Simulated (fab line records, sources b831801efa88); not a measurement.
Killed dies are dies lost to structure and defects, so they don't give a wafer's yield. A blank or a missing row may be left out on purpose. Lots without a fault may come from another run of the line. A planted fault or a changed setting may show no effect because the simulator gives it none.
Which tool did it? | flow gf180mcu | 11 lots, 33 wafers sampled, at 4 steps of a route of 602

WHAT THE GAUGES READ, wafer by wafer
GF_V3_RS_MEAS_24: measures by four-point-probe. Usual: V3_W_RS 0.327 ohm/sq, standard deviation 0.0036.
lot  | measured     | on            | V3_W_RS (ohm/sq)  | flag
L873 | day 22 12:28 | film_metro-04 | 0.330 0.328 0.326 |
L874 | day 23 14:16 | film_metro-03 | 0.326 0.327 0.325 |
L876 | day 23 19:02 | film_metro-03 | 0.324 0.325 0.324 |
L878 | day 24 11:28 | film_metro-03 | 0.335 0.326 0.323 |
L880 | day 25 03:52 | film_metro-03 | 0.328 0.352 0.326 |
L889 | day 28 09:10 | film_metro-02 | 0.328 0.331 0.327 |
L890 | day 28 12:13 | film_metro-02 | 0.325 0.332 0.326 |
L891 | day 28 15:17 | film_metro-04 | 0.325 0.330 0.331 |
L892 | day 29 01:26 | film_metro-03 | 0.326 0.326 0.320 |
L893 | day 29 03:22 | film_metro-02 | 0.322 0.327 0.319 |
L894 | day 29 10:56 | film_metro-02 | 0.327 0.326 0.326 |

GF_V3_THK_MEAS_25: measures by xrf. Usual: V3_W_THK 351 nm, standard deviation 4.3.
lot  | measured     | on            | V3_W_THK (nm) | flag
L873 | day 22 12:35 | film_metro-04 | 347 351 351   |
L874 | day 23 14:22 | film_metro-03 | 349 350 351   |
L876 | day 23 19:09 | film_metro-03 | 354 351 352   |
L878 | day 24 11:35 | film_metro-03 | 337 350 351   |
L880 | day 25 03:58 | film_metro-03 | 348 326 352   |
L889 | day 28 09:16 | film_metro-02 | 356 352 356   |
L890 | day 28 12:20 | film_metro-02 | 360 351 357   |
L891 | day 28 15:24 | film_metro-04 | 356 351 350   |
L892 | day 29 01:34 | film_metro-03 | 350 349 356   |
L893 | day 29 03:28 | film_metro-02 | 361 356 362   |
L894 | day 29 11:03 | film_metro-02 | 355 355 356   |

WHICH TOOL RAN EACH LOT (tool, then ch and the chambers of the sampled wafers, then the start)
lot  | GF_M3_METAL_ETCH_16               | GF_V3_CVD_23
L873 | rie_metal-03 ch 0,1, day 21 11:10 | cvd_w-02 ch 0,1, day 22 12:21
L874 | rie_metal-01 ch 0,1, day 22 06:16 | cvd_w-02 ch 0,1, day 23 14:08
L876 | rie_metal-03 ch 0,1, day 22 17:32 | cvd_w-02 ch 0,1, day 23 18:55
L878 | rie_metal-01 ch 0,1, day 23 09:16 | cvd_w-02 ch 0,1, day 24 11:22
L880 | rie_metal-04 ch 0,1, day 24 03:49 | cvd_w-02 ch 0,1, day 25 03:44
L889 | rie_metal-03 ch 1, day 27 11:50   | cvd_w-02 ch 0,1, day 28 09:04
L890 | rie_metal-04 ch 0, day 27 13:58   | cvd_w-01 ch 1, day 28 12:00
L891 | rie_metal-01 ch 0, day 27 16:41   | cvd_w-01 ch 1, day 28 15:04
L892 | rie_metal-01 ch 0,1, day 28 03:29 | cvd_w-01 ch 0,1, day 29 01:19
L893 | rie_metal-01 ch 0,1, day 28 05:49 | cvd_w-01 ch 0,1, day 29 03:14
L894 | rie_metal-04 ch 0,1, day 28 13:01 | cvd_w-01 ch 0,1, day 29 10:49
- GF_M3_METAL_ETCH_16: etches the open film in Cl2/BCl3, stops on SiO2, target depth 750.8 nm, time 125.1 s.
- GF_V3_CVD_23: deposits W, target thk 350 nm, time 104.9 s.

WHAT THE TOOLS THEMSELVES READ (means of the sampled wafers that have a number; where no wafer has one, the mark that the record gives instead)
GF_M3_METAL_ETCH_16. Usual: drypump_motor_current_A 5.8 A, standard deviation 0.33; oes_product_au 0.987 a.u., standard deviation 0.0059; throttle_valve_pct 28.232 %, standard deviation 0.01.
lot  | tool         | drypump_motor_current_A (A) | oes_product_au (a.u.) | throttle_valve_pct (%) | flag
L873 | rie_metal-03 | 6.1                         | 0.982                 | 28.230                 |
L874 | rie_metal-01 | 5.9                         | 0.991                 | 28.225                 |
L876 | rie_metal-03 | 5.8                         | 0.981                 | 28.226                 |
L878 | rie_metal-01 | 5.9                         | 0.989                 | 28.234                 |
L880 | rie_metal-04 | 5.9                         | 0.988                 | 28.236                 |
L889 | rie_metal-03 | 5.3                         | 0.984                 | 28.243                 |
L890 | rie_metal-04 | 6.1                         | 0.988                 | 28.237                 |
L891 | rie_metal-01 | 6.0                         | 0.983                 | 28.232                 |
L892 | rie_metal-01 | 5.9                         | 0.986                 | 28.242                 |
L893 | rie_metal-01 | 5.9                         | 0.991                 | 28.230                 |
L894 | rie_metal-04 | 5.9                         | 0.992                 | 28.229                 |

GF_V3_CVD_23. Usual: heater_power_w 928 W, standard deviation 100; susceptor_temp_C 400.04 C, standard deviation 0.21.
lot  | tool     | heater_power_w (W) | susceptor_temp_C (C) | flag
L873 | cvd_w-02 | 1031               | 400.00               |
L874 | cvd_w-02 | 1021               | 399.88               |
L876 | cvd_w-02 | 1001               | 400.08               |
L878 | cvd_w-02 | 1003               | 399.91               |
L880 | cvd_w-02 | 1031               | 398.59               | OFF
L889 | cvd_w-02 | 1001               | 400.24               |
L890 | cvd_w-01 | 789                | 400.18               |
L891 | cvd_w-01 | 797                | 400.14               |
L892 | cvd_w-01 | 931                | 400.07               |
L893 | cvd_w-01 | 867                | 399.93               |
L894 | cvd_w-01 | 932                | 400.18               |

THE ANSWER, worked out from the rows above alone
Rule: a lot is off if the mean of its wafers that have a number lies more than 3 standard deviations from the usual mean. A lot without any number at a reading at which 4 lots or more have one is off too. The other lots that the step has rows for count as sound. The gauges are gone through in route order, then the tools' own readings, and for those a lot's mean is taken as printed above. The first step at which some lot is off is used, and at that step the reading that is off furthest; a lot without a number counts as furthest.
Off: L880, at GF_V3_CVD_23 (susceptor_temp_C).
A tool fits if, at that step or a process step before it, it ran every lot that is off, and no sound lot after the first of them. None of those tried fits.

WHAT THE SIMULATOR HAD PUT IN
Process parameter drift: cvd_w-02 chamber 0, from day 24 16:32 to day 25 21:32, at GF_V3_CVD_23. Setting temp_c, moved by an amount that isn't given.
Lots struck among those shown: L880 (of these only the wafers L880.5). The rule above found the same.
